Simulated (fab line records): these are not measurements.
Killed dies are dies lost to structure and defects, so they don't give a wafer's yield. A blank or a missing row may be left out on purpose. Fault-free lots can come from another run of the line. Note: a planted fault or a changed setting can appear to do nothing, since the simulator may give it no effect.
A struck lot beside a sound one ; flow sky130 ; 15 steps out of a route of 708
Sound: these wafers, L567.2, L567.4, L567.5. The struck wafers were L574.1, L574.3. The cause comes at the end.
For every step that has rows: the tool of each side, followed by ch and its chambers, followed by its first start. Under that, the readings that differ: sound wafers ; struck wafers ; difference of the means ; sigmas: that difference in standard deviations of wafers without a fault.
alike: same words and numbers on both sides, and readings whose means sit less than 2 such deviations apart. not compared: any withheld reading, any reading some wafer has no value for, any bound like >300 that may hide the same value, and any number with overlapping values for which the record gives no deviation.
Wherever a step has rows on one side only, a row that says differs or no value, or a row with sigmas, the two part there. Numbers that have no deviation but don't overlap get no sigmas and don't part them. A reading missing from all wafers of one side parts the sides only when that side holds two or more wafers.

SKY_PWDE_STRIP_09: strips in O2/N2.
  sound on plasma-asher-01 ch 0,1, day 3 21:28; struck on plasma-asher-03 ch 0, day 5 18:30
  alike: drypump-motor-current-A, n2-flow-sccm, o2-flow-sccm, oes-product-au, strip-time-to-endpoint-s
  not compared: rf-hours-counter-h
SKY_PWDE_TW_MEAS_10:
  struck on film-metro-03, day 5 18:36; sound on film-metro-03, day 3 21:34
  alike: PWDE_TW
then, 7 steps without rows for these wafers: SKY_NWELL_DEHYDRATE_03 (time 60 s); SKY_NWELL_HMDS_04 (prime time 60 s); SKY_NWELL_COAT_05 (resist thk 3000 nm); SKY_NWELL_SOFTBAKE_06; SKY_NWELL_EXPOSE_07 (exposes mask NWM, target cd 840 nm); SKY_NWELL_PEB_08; SKY_NWELL_DEVELOP_09 (develop time 60 s).
SKY_NWELL_OVL_MEAS_10:
  struck on overlay-01, day 6 13:10; sound on overlay-01, day 4 13:28
  alike: NWELL_00_OVL
then, 2 steps without rows for these wafers: SKY_NWELL_IMPLANT_11; SKY_NWELL_IMPLANT_12.
SKY_NWELL_IMPLANT_13:
  sound on implanter-03 ch 0, day 4 13:49; struck on implanter-02 ch 0, day 6 13:30
reading;sound;struck;difference;sigmas
beam-on-s (s);10.04 10.03 9.77;11.48 11.27;+1.43;+7
faraday-current-uA;3.92 3.92 4.03;3.44 3.52;-0.48;-6
SKY_NWELL_STRIP_14: strips in O2/N2.
  sound on plasma-asher-02 ch 1, day 4 13:57; struck on plasma-asher-01 ch 0,1, day 6 13:39
reading;sound;struck;difference;sigmas
strip-time-to-endpoint-s (s);36.92 36.96 36.82;37.02 37.17;+0.20;+2
  alike: drypump-motor-current-A, n2-flow-sccm, o2-flow-sccm, oes-product-au
  not compared: rf-hours-counter-h
-- the record jumps here: 42 days lie between the struck wafers' starts before and after (it left off in module NWELL and takes up again in module PAD_OPEN, whose first step shown is number 708 of the route) --
SKY_PAD_OPEN_PROBE_99:
  struck on prober-02, day 48 05:14; sound on prober-01, day 46 04:44
reading;sound;struck;difference;sigmas
model.etest.pfet-g5v0d10v5.off-log10-a-um;-11.92 -12.1 -12.06;-12.56 -12.87;-0.69;
model.etest.pfet_01v8_lvt.off-log10-a-um;-8.638 -8.629 -8.72;-9.04 -9.062;-0.39;
model.etest.pfet-g5v0d10v5.vt-sat-v (V);-0.5777 -0.5901 -0.5809;-0.6358 -0.6576;-0.0638;
model.etest.pfet_16v.vt-v (V);-1.064 -1.074 -1.066;-1.109 -1.107;-0.040;
model.etest.pfet-g5v0d10v5.vt-v (V);-0.7931 -0.8058 -0.8034;-0.8198 -0.8471;-0.0327;
model.etest.pfet-g5v0d10v5.vt-long-v (V);-0.9044 -0.9141 -0.9059;-0.9487 -0.9382;-0.0353;
model.etest.pfet_01v8_lvt.vt-sat-v (V);-0.4156 -0.4174 -0.418;-0.4591 -0.4485;-0.0368;
model.etest.pfet_01v8_lvt.vt-v (V);-0.5135 -0.5139 -0.5142;-0.5446 -0.5387;-0.0278;
  alike: killed_at_M0_to_M3, killed_at_M4_up, killed-at-contacts, killed-at-front-end, killed-at-other, killed-dies, killed-open, killed-short

WHERE THEY PART
At SKY_NWELL_IMPLANT_13 first; at SKY_NWELL_STRIP_14 last (within this record only). Later steps at which nothing parts them and some readings are alike: SKY_PAD_OPEN_PROBE_99.

WHY: what had been put in by the simulator
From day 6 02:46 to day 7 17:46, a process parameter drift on implanter-02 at SKY_NWELL_IMPLANT_13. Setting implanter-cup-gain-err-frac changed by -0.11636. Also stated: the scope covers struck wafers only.
